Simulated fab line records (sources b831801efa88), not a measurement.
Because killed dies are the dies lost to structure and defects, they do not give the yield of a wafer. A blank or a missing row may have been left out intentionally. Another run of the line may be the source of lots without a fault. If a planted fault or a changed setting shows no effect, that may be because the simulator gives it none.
2 desks looking at one fault / flow sky130 / every desk sees just its own numbers, and what lay behind them comes last

## AT THE METROLOGY DESK
What the gauges read for every lot (on any tool): the sampled wafers with a number, averaged. The brackets show how far a lot's mean lies from the usual mean; more than 4 standard deviations puts the lot out of limits, marked OUT.
Columns: A = LDD_HVP_TW at SKY_LDD_HVP_TW_MEAS_10, usual 458; B = LDD_LDN_OVL at SKY_LDD_LDN_OVL_MEAS_07, usual -0.5 nm
lot=L601; first seen here=day 23 21:45; A=463; B=0.8
lot=L603; first seen here=day 24 15:45; A=465; B=0.9
lot=L602; first seen here=day 24 17:46; A=464; B=-2.1
lot=L604; first seen here=day 25 03:45; A=451; B=0.6
lot=L612; first seen here=day 27 22:57; A=461; B=-0.4
lot=L615; first seen here=day 29 02:31; A=463; B=-0.7
This desk's finding: nothing out of limits on any of the 6 lots.

## FOR THE TOOL OWNER'S DESK: implanter-01
The tool's own readings at SKY_LDD_LDN_IMPLANT_11, given as means over the sampled wafers that have a number, one for each lot that went through this tool. The brackets show how far a lot's mean lies from the usual mean; more than 4 standard deviations puts the lot out of limits, marked OUT.
Columns: A = beam energy keV at SKY_LDD_LDN_IMPLANT_11, usual 14.999; B = beam on s at SKY_LDD_LDN_IMPLANT_11, usual 10.00 s
lot=L601; first seen here=day 25 03:52; A=14.999; B=9.93
lot=L603; first seen here=day 25 21:28; A=16.145 (+99 or more) OUT; B=10.00
lot=L604; first seen here=day 26 09:45; A=16.141 (+99 or more) OUT; B=10.06
lot=L612; first seen here=day 29 03:33; A=14.995; B=10.03
lot=L615; first seen here=day 30 07:42; A=14.995; B=9.90
This desk finds L603, L604 out of limits, L603 being first, at day 25 21:28 (beam energy keV at SKY_LDD_LDN_IMPLANT_11). L601, L612, L615: within limits.

## ALL TOGETHER
The tool owner's desk could have raised an alarm at day 25 21:28, on L603, L604.
From the metrology desk's view, nothing was out of limits.
The metrology desk has L603, L604 on record, within its limits.
The lots listed all ran SKY_LDD_LDN_IMPLANT_11 on implanter-01.

## WHAT THE SIMULATOR HAD INSERTED
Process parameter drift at SKY_LDD_LDN_IMPLANT_11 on implanter-01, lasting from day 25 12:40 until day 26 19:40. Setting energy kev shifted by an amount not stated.
Struck lots among those shown: L603, L604.
How many hours passed from the start of the fault until each desk's first out-of-limits reading: the tool owner's desk, 9.
